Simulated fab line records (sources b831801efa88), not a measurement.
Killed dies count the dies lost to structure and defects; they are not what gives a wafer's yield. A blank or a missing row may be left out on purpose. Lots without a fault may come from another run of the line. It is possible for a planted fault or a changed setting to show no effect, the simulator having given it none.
2 desks, one fault -- flow sky130 -- only its own numbers are on each desk; what lay behind them is given at the end

== FROM THE METROLOGY DESK ==
What the gauges read for every lot (on any tool): the sampled wafers with a number, averaged. Any lot whose mean is over 4 standard deviations away from the usual mean is out of limits and marked OUT; that distance is given in the brackets.
Columns: A = LOCAL_INTERCONNECT_OVL at SKY_LOCAL_INTERCONNECT_OVL_MEAS_12, usual -3 nm; B = CONTACT_CVD_00_THK at SKY_CONTACT_THK_MEAS_01, usual 74.8 nm
lot,first seen here,A,B
L690,day 30 03:53,-6,75.9
L693,day 31 08:08,-3,73.9
L694,day 31 17:11,-1,74.0
L695,day 32 05:08,-2,74.2
L697,day 32 22:55,-10,75.2
L698,day 33 06:20,-5,75.3
L699,day 33 09:02,0,73.1
L700,day 33 19:53,6,73.9
L706,day 35 11:53,-6,80.4 (+6.1) OUT
L709,day 36 14:23,1,73.9
L711,day 37 12:38,-3,75.6
L712,day 37 16:08,-13,75.5
L713,day 37 21:01,-0,74.9
This desk's result: L706 out of limits, first on L706 (CONTACT_CVD_00_THK at SKY_CONTACT_THK_MEAS_01), day 35 12:41. Within limits: L690, L693, L694, L695, L697, L698, L699, L700, L709, L711, L712, L713.

== TOOL OWNER'S DESK, pecvd-03 ==
The tool's own readings at SKY_CONTACT_CVD_00 (deposits Si3N4, target thk 75 nm): means of the sampled wafers that have a number, for each lot that ran on this tool. Any lot whose mean is over 4 standard deviations away from the usual mean is out of limits and marked OUT; that distance is given in the brackets.
Columns: A = heater_power_w at SKY_CONTACT_CVD_00, usual 696 W
lot,first seen here,A
L690,day 30 04:58,720
L695,day 32 05:55,712
L698,day 33 07:14,782
L706,day 35 12:38,743
This desk found nothing out of limits on any of the 4 lots.

== BROUGHT TOGETHER ==
Metrology desk: alarm possible at day 35 12:41 on L706.
Nothing out of limits was seen by the tool owner's desk.
Tool owner's desk: L706 on record, inside its limits.
Of the lots named, all ran SKY_CONTACT_CVD_00 on pecvd-03.

== WHAT HAD BEEN PUT IN BY THE SIMULATOR ==
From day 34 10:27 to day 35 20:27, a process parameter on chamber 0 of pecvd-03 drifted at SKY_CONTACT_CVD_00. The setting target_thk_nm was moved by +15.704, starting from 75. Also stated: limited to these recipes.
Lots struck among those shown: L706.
Time in hours between the start of the fault and the first out-of-limits reading at each desk: metrology desk, 26.
